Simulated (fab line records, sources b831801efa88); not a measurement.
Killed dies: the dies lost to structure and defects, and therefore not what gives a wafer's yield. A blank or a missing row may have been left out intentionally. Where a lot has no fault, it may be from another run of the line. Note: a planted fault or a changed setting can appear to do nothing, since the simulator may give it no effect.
Problem report in the 8D (eight disciplines) form, filled by code / flow sky130 / the parts of the form that need people (team, actions taken, sign-off) are left out

== 1. PROBLEM STATEMENT ==
Mean of doseIonsCm2 at SKY_LDD_N_IMPLANT_15: 7.003e+11 across 6 wafers in 2 lots; on wafers with no fault it is 4.999e+12 (standard deviation 5.6e+09). That is -99 or more standard deviations from the usual mean.
First observed at day 24 13:41: wafer L636.3, on implanter-03. The record holds 36 wafers of 12 lots with a number at this step. Rule for "out" (also "out of limits"): further than 4 standard deviations from the usual mean. The rest of the wafers with a number are treated as sound.

== 2. WHAT IT IS, AND WHAT IT ISN'T ==
question=which readings at this step | is=doseIonsCm2, faradayCurrentUA | is not=-
question=which lots | is=L636, L638 | is not=L619, L621, L622, L627, L628, L629, L632, L640, L641, L642
question=which wafers of those lots | is=all that have a number | is not=-
question=read on which tools | is=implanter-03 | is not=implanter-02, implanter-04
question=when | is=from day 24 13:41 | is not=up to then (21 sound wafers); but 9 sound wafers of L640, L641, L642 came after

== 3. SUSPECTS, AND WHAT RULES EACH OUT ==
Counting: a tool at any process step up to the reading remains a suspect when it ran all the lots that are out and ran no sound lot after the first of those.
- plasmaAsher-02 at SKY_NWELL_STRIP_25 (strips in O2/N2): ruled out as a lasting fault. Sound lots L640 ran on it after its first lot that is out, L636 (day 10 04:11).
- implanter-03 at SKY_LDD_N_IMPLANT_15: kept. Every lot that is out went through it, starting with L636 (day 24 13:41), and after that it ran no sound lot; the last sound lot it ran before then is L632 (day 22 18:47). On those wafers its own readings are out: doseIonsCm2, faradayCurrentUA.
After counting, what remains is implanter-03 at SKY_LDD_N_IMPLANT_15.

== 4. THE CAUSE (what the simulator had put in) ==
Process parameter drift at SKY_LDD_N_IMPLANT_15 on implanter-03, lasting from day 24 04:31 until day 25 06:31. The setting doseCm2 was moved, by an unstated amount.
After counting, this tool was the only one left.

== 5. SEQUENCE OF EFFECTS, ordered by route ==
Each row: a reading where the mean over the struck wafers with a number is more than 3 standard deviations away from the usual. Only readings for which the record gives a usual standard deviation are gone through. hours: the time from each lot's start at the first step in this table that gives one to its start at this step, as a median over the lots. sigmas: the change in usual standard deviations.
hours=0; step=SKY_LDD_N_IMPLANT_15; reading=doseIonsCm2; usual=4.999e+12; on struck wafers=7.003e+11; change=-4.299e+12; sigmas=-99 or more
hours=0; step=SKY_LDD_N_IMPLANT_15; reading=faradayCurrentUA; usual=28.2; on struck wafers=4.0; change=-24.2; sigmas=-48
Its process steps:
- SKY_LDD_N_IMPLANT_15

== 6. HOW IT WOULD HAVE BEEN CAUGHT EARLIER ==
In this record the first reading out of limits was taken at day 24 13:41, 9 hours after the fault began at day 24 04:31.
